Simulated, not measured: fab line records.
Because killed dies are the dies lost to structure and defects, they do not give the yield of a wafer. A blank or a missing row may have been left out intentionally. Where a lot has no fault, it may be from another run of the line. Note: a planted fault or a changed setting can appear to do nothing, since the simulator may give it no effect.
Tool commonality check | flow gf180mcu | Sampled: 14 lots, 48 wafers

== REASON IT WAS OPENED ==
2 of 14 lots carry a flag on the reading STI_CVD_03_THK at GF_STI_THK_MEAS_04. Fault-free wafers read 208.0 nm, with a standard deviation of 2.
Rule: a lot gets a flag if all its wafers with a number sit over 4 standard deviations from that mean, or if no wafer of it has a number. The rest of the lots are taken to be sound.

lot  | measured    | on            | STI_CVD_03_THK (nm), wafer by wafer | flag
L653 | day 1 14:34 | film_metro-02 | 207.4 207.9 209.4                   |
L654 | day 1 18:46 | film_metro-01 | 209.8 208.5 208.6                   |
L655 | day 2 00:31 | film_metro-01 | 209.7 209.8 211.4                   |
L656 | day 2 05:41 | film_metro-01 | 206.3 207.5 206.2                   |
L660 | day 3 01:13 | film_metro-03 | 209.1 210.1 209.2                   |
L661 | day 3 05:34 | film_metro-02 | 208.1 208.1 208.6                   |
L662 | day 3 11:30 | film_metro-01 | 206.6 204.8 206.1                   |
L663 | day 3 15:34 | film_metro-03 | 206.3 205.2 204.1                   |
L665 | day 4 01:34 | film_metro-01 | 212.1 209.5 209.8                   |
L666 | day 4 07:19 | film_metro-01 | 208.4 207.9 206.9                   |
L667 | day 4 11:34 | film_metro-03 | 308.5 308.4 309.3 308.4 308.8 309.4 | FLAGGED
L669 | day 4 22:07 | film_metro-02 | 205.2 206.6 208.5                   |
L670 | day 5 02:34 | film_metro-01 | 306.8 308.6 306.3 306.9 308.3 306.1 | FLAGGED
L673 | day 5 18:33 | film_metro-03 | 204.0 205.4 204.8                   |
Average over the flagged lots: 308.0 nm; offset from the usual +100.0 nm, equal to +50 standard deviations.

== EACH LOT AND THE TOOL IT RAN ON ==
The record keeps 1 process step preceding the reading, out of 602 steps on the route. Cell contents, in order: the tool; ch with the chambers the sampled wafers went through; the start.
lot  | flag    | GF_STI_CVD_03
L653 |         | lpcvd-02 ch 1, day 1 12:34
L654 |         | lpcvd-02 ch 1, day 1 16:46
L655 |         | lpcvd-02 ch 0, day 1 22:32
L656 |         | lpcvd-01 ch 1, day 2 03:41
L660 |         | lpcvd-01 ch 0, day 2 23:14
L661 |         | lpcvd-02 ch 1, day 3 03:34
L662 |         | lpcvd-02 ch 1, day 3 09:31
L663 |         | lpcvd-02 ch 1, day 3 13:34
L665 |         | lpcvd-01 ch 0, day 3 23:34
L666 |         | lpcvd-02 ch 0, day 4 05:17
L667 | FLAGGED | lpcvd-01 ch 0, day 4 09:34
L669 |         | lpcvd-02 ch 0, day 4 20:07
L670 | FLAGGED | lpcvd-01 ch 1, day 5 00:34
L673 |         | lpcvd-02 ch 1, day 5 15:34
What is done by these steps:
- GF_STI_CVD_03: deposits Si3N4 from DCS/NH3, target thk 207.16 nm, time 3551 s.
- GF_STI_THK_MEAS_04

== FLAGGED OVER TOTAL, TOOL BY TOOL (the gauges that took the reading come last) ==
step               | tool          | lots run | flagged | share of the flagged lots | sound lots run after its first flagged lot
GF_STI_CVD_03      | lpcvd-01      | 5        | 2       | all                       | 0
GF_STI_CVD_03      | lpcvd-02      | 9        | 0       | none                      | -
GF_STI_THK_MEAS_04 | film_metro-01 | 7        | 1       | some                      | 0
GF_STI_THK_MEAS_04 | film_metro-02 | 3        | 0       | none                      | -
GF_STI_THK_MEAS_04 | film_metro-03 | 4        | 1       | some                      | 1 (L673)

== THE TABLE: WHAT IT ALLOWS ==
All flagged lots share 1 row of the table, namely lpcvd-01 at GF_STI_CVD_03.
- lpcvd-01 at GF_STI_CVD_03: 2 of its 5 lots flagged. Its last sound lot is L665 (day 3 23:34), its first flagged lot L667 (day 4 09:34): a fault that began between those two fits.
One tool is left: lpcvd-01 at GF_STI_CVD_03.

== WHAT THE SIMULATOR HAD INSERTED ==
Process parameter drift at GF_STI_CVD_03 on lpcvd-01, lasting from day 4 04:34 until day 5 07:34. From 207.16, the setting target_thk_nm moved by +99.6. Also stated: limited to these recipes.
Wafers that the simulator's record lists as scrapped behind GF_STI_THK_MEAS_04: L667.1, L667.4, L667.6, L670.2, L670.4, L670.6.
Shown lots that were struck: L667, L670. The same result came from the rule above.
